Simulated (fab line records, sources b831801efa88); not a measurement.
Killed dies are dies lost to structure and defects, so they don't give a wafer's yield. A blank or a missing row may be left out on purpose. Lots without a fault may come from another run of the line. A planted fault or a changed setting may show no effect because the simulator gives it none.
Problem report in the 8D (eight disciplines) form, filled by code | flow gf180mcu | the parts of the form that need people (team, actions taken, sign-off) are left out

1. THE PROBLEM
chamber_o2_ppm at GF_SALICIDE_RTA_08 reads a mean of 301.995 on 6 wafers of 2 lots; wafers without a fault read 1.997 with a standard deviation of 0.018. That is +99 or more standard deviations from the usual mean.
The step: time 30 s.
First seen on wafer L485.2, day 21 08:35, on rtp_anneal-01. The record holds 42 wafers of 14 lots with a number at this step. Rule for "out", or "out of limits": more than 4 standard deviations from the usual mean. The other wafers with a number count as sound.

2. WHAT IT IS AND WHAT IT IS NOT
question                    | is                     | is not
which readings at this step | chamber_o2_ppm         | anneal_temp_c_max, lamp_power_pct, wafer_temp_C_max
which lots                  | L485, L486             | L473, L474, L475, L476, L480, L484, L488, L489, L491, L492, L494, L495
which wafers of those lots  | all that have a number | -
read on which tools         | rtp_anneal-01          | rtp_anneal-02
when                        | from day 21 08:35      | up to then (18 sound wafers); but 18 sound wafers of L488, L489, L491, L492, L494, L495 came after

3. SUSPECTS, AND WHAT RULES EACH OUT
Counting: a tool at a process step up to the reading stays a suspect if it ran every lot that is out and no sound lot after the first of them.
- rtp_anneal-01 at GF_SALICIDE_RTA_08 (time 30 s): kept. It ran every lot that is out, first L485 (day 21 08:35), and no sound lot after that; its last sound lot up to then is L474 (day 17 09:56). Its own readings are out on those wafers: chamber_o2_ppm.
Left after counting: rtp_anneal-01 at GF_SALICIDE_RTA_08.

4. THE CAUSE (what the simulator had put in)
Process parameter drift: rtp_anneal-01, from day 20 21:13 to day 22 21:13, at GF_SALICIDE_RTA_08. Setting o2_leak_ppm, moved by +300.
Counting left only this tool.

5. THE CHAIN OF EFFECTS, in route order
Each row: a reading whose mean over the struck wafers that have a number lies more than 3 standard deviations from the usual. Only readings for which the record gives a usual standard deviation are gone through. hours: the time from each lot's start at the first step in this table that gives one to its start at this step, as a median over the lots. sigmas: the change in usual standard deviations.
hours | step               | reading        | usual | on struck wafers | change   | sigmas
0     | GF_SALICIDE_RTA_08 | chamber_o2_ppm | 1.997 | 301.995          | +299.998 | +99 or more
The process steps in it:
- GF_SALICIDE_RTA_08: time 30 s.

6. WHAT WOULD HAVE CAUGHT IT SOONER
In this record the first reading out of limits was taken at day 21 08:35, 11 hours after the fault began at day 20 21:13.
